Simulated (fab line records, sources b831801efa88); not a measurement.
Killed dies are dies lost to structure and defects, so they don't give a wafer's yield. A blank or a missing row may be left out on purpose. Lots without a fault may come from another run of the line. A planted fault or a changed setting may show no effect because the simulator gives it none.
Chamber matching | flow sky130 | SKY_VIA1_ETCH_15 on rie_diel-04: 4 sister chambers
The step etches SiO2 in C4F8/O2/Ar, stops on TiN, target depth 351 nm, time 54 s. 16 wafers are shown with their chamber, then 8 later ones without.

WAFERS WITH THEIR CHAMBER
wafer  | chamber | rf_fwd_power_W (W) | oes_product_au (a.u.)
L075.2 | 1       | 1492               | 0.982
L075.5 | 0       | 1485               | 0.982
L075.6 | 1       | 1487               | 0.979
L080.1 | 2       | 1500               | 0.980
L080.5 | 3       | 1480               | 0.965
L080.6 | 0       | 1488               | 0.983
L081.2 | 3       | 1482               | 0.978
L081.4 | 1       | 1488               | 0.987
L081.6 | 2       | 1491               | 0.977
L083.2 | 3       | 1480               | 0.973
L083.3 | 2       | 1484               | 0.985
L083.5 | 1       | 1484               | 0.980
L087.2 | 3       | 1481               | 0.980
L087.3 | 2       | 1486               | 0.981
L087.4 | 0       | 1482               | 0.975
L089.3 | 1       | 1497               | 0.983

SIGNATURES (means of the wafers above)
reading        | chamber 0 | chamber 1 | chamber 2 | chamber 3 | scatter within a chamber
rf_fwd_power_W | 1485.00   | 1489.60   | 1490.25   | 1480.75   | 4.78
oes_product_au | 0.98000   | 0.98220   | 0.98075   | 0.97400   | 0.00451
Rule: a wafer's distance from a chamber is the root of the sum, over the readings, of the square of ((its reading less the chamber's mean) divided by the reading's scatter). The wafer belongs to the nearest chamber; if the next one is less than 2 further off, it can't be placed. The scatter: the root of (the sum of the squares of (reading less its chamber's mean) over the shown wafers, divided by (wafers less chambers)).

WAFERS WITHOUT THEIR CHAMBER
wafer  | rf_fwd_power_W (W) | oes_product_au (a.u.)
L089.4 | 1488               | 0.979
L089.5 | 1485               | 0.972
L090.1 | 1484               | 0.978
L090.2 | 1492               | 0.973
L090.3 | 1488               | 0.979
L093.1 | 1487               | 0.987
L093.2 | 1472               | 0.974
L093.5 | 1484               | 0.977

WHICH CHAMBER EACH WENT THROUGH
wafer  | from the rows above               | in truth
L089.4 | can't be placed: 2 or 0 or 1 or 3 | 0
L089.5 | can't be placed: 3 or 0 or 2 or 1 | 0
L090.1 | can't be placed: 0 or 3 or 2 or 1 | 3
L090.2 | can't be placed: 2 or 1 or 0 or 3 | 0
L090.3 | can't be placed: 2 or 0 or 1 or 3 | 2
L093.1 | can't be placed: 1 or 2 or 0 or 3 | 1
L093.2 | can't be placed: 3 or 0           | 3
L093.5 | can't be placed: 0 or 3 or 2 or 1 | 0
Placed correctly: 0 of 8. Can't be placed from these rows: 8 (the true chamber is among the candidates in 8). Placed wrongly: 0.
